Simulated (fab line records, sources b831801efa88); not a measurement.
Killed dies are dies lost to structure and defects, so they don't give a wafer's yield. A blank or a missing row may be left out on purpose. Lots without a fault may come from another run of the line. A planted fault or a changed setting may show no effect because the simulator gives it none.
One fault seen from 2 desks | flow gf180mcu | each desk has only its own numbers; what lay behind them comes last

THE TOOL OWNER'S DESK: plasma_asher-04
The tool's own readings at GF_NSD_STRIP_11 (strips in O2/N2): means of the sampled wafers that have a number, for each lot that ran on this tool. A lot is out of limits, marked OUT, if its mean lies more than 4 standard deviations from the usual mean; the brackets give that distance.
Columns: A = drypump_motor_current_A at GF_NSD_STRIP_11, usual 5.8 A; B = heater_power_w at GF_NSD_STRIP_11, usual 346 W; C = oes_product_au at GF_NSD_STRIP_11, usual 0.487 a.u.; D = strip_time_to_endpoint_s at GF_NSD_STRIP_11, usual 22.97 s
lot  | first seen here | A   | B   | C     | D
L544 | day 13 09:42    | 5.9 | 338 | 0.484 | 22.93
L553 | day 16 09:57    | 5.9 | 344 | 0.486 | 22.98
L554 | day 17 00:19    | 5.9 | 341 | 0.483 | 23.02
L555 | day 17 06:01    | 5.6 | 405 | 0.487 | 23.00
L564 | day 20 15:39    | 5.8 | 372 | 0.490 | 22.94
This desk's finding: nothing out of limits on any of the 5 lots.

THE METROLOGY DESK
What the gauges read, lot by lot, whatever tool the lot ran on: means of the sampled wafers that have a number. A lot is out of limits, marked OUT, if its mean lies more than 4 standard deviations from the usual mean; the brackets give that distance.
Columns: A = cd_nm at GF_M4_CD_MEAS_14, usual 280.2 nm; B = M4_OVL at GF_M4_OVL_MEAS_15, usual 0 nm
lot  | first seen here | A     | B
L544 | day 23 12:11    | 280.4 | -5
L548 | day 25 03:21    | 281.9 | 0
L553 | day 26 15:40    | 278.7 | -3
L554 | day 27 04:13    | 280.4 | -3
L555 | day 27 08:49    | 279.3 | 1
L558 | day 28 04:22    | 282.5 | 2
L559 | day 28 11:16    | 279.8 | 6
L560 | day 29 00:22    | 280.3 | -2
L561 | day 29 11:28    | 279.6 | 2
L562 | day 30 00:38    | 282.7 | -5
L564 | day 30 03:31    | 280.9 | -8
L563 | day 30 04:22    | 280.9 | -4
L565 | day 30 05:54    | 279.5 | 7
L567 | day 30 22:08    | 280.1 | 9
This desk's finding: nothing out of limits on any of the 14 lots.

PUT TOGETHER
The tool owner's desk saw nothing out of limits.
The metrology desk saw nothing out of limits.

WHAT THE SIMULATOR HAD PUT IN
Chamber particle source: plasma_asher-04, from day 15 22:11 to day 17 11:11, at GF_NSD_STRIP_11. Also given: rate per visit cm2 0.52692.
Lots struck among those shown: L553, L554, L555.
